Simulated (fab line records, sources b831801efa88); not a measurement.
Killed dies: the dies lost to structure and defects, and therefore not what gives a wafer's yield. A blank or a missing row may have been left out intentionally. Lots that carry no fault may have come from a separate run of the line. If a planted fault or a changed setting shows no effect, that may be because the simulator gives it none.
8D (eight disciplines) problem report, filled in by code -- flow sky130 -- the parts of the form that need people (team, actions taken, sign-off) are left out

## 1. THE ISSUE
rf-fwd-power-W at SKY_SONOS_ONO_ETCH_15 reads a mean of 686 W on 1 wafer of 1 lot; wafers without a fault read 589 W with a standard deviation of 3.1. Relative to the usual mean, that is a shift of +31 standard deviations.
The step: etches the open film in CHF3/O2, target depth 19.52 nm, time 7.8 s.
Seen first at day 18 05:25 on rie-diel-01, wafer L823.5. At this step, 15 wafers from 5 lots have a number in the record. Rule for "out" (also "out of limits"): further than 4 standard deviations from the usual mean. Any other wafer with a number is counted as sound.

## 2. WHAT THIS IS AND IS NOT
question,is,is not
which readings at this step,"rf-fwd-power-W, oes-product-au","bias-w, drypump-motor-current-A, throttle-valve-pct"
which lots,L823,"L807, L811, L825, L827"
which wafers of those lots,L823.5,"L823.1, L823.6"
read on which tools,rie-diel-01,rie-diel-04
when,from day 18 05:25,"up to then (8 sound wafers); but 6 sound wafers of L825, L827 came after"

## 3. THE SUSPECTS, EACH WITH WHAT RULES IT OUT
Counting: if a tool at a process step up to the reading ran every lot that is out, it stays a suspect. Sound lots after the first of them don't rule it out here, since some wafers of a struck lot are sound.
- rie-diel-01 at SKY_SONOS_ONO_ETCH_15 (etches the open film in CHF3/O2, target depth 19.52 nm, time 7.8 s): kept. It processed L823, the lot that is out, at day 18 05:25, and its most recent sound lot before then was L811 at day 14 03:40. Out on those wafers are its own readings of oes-product-au, rf-fwd-power-W.
- The sound lot-mates ran in chamber 0 of rie-diel-01 at SKY_SONOS_ONO_ETCH_15, but the wafers that are out ran in chamber 3.
Left after counting: rie-diel-01 at SKY_SONOS_ONO_ETCH_15.

## 4. THE CAUSE (what the simulator had put in)
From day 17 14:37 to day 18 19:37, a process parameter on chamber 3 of rie-diel-01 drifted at SKY_SONOS_ONO_ETCH_15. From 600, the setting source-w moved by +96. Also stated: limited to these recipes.
Only this tool survived the counting.

## 5. SEQUENCE OF EFFECTS, ordered by route
Rows list readings where the struck wafers' mean (over those with a number) sits beyond 3 standard deviations from the usual. Only readings for which the record gives a usual standard deviation are gone through. hours: the time from each lot's start at the first step in this table that gives one to its start at this step, as a median over the lots. sigmas: the change in usual standard deviations.
hours,step,reading,usual,on struck wafers,change,sigmas
0,SKY_SONOS_ONO_ETCH_15,oes-product-au,1.003 a.u.,1.047,+0.044,+5.1
0,SKY_SONOS_ONO_ETCH_15,rf-fwd-power-W,589 W,686,+97,+31
The process steps in it:
- SKY_SONOS_ONO_ETCH_15: etches the open film in CHF3/O2, target depth 19.52 nm, time 7.8 s.

## 6. HOW IT WOULD HAVE BEEN CAUGHT EARLIER
First out-of-limits reading in this record: day 18 05:25, which is 15 hours after fault onset at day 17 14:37.
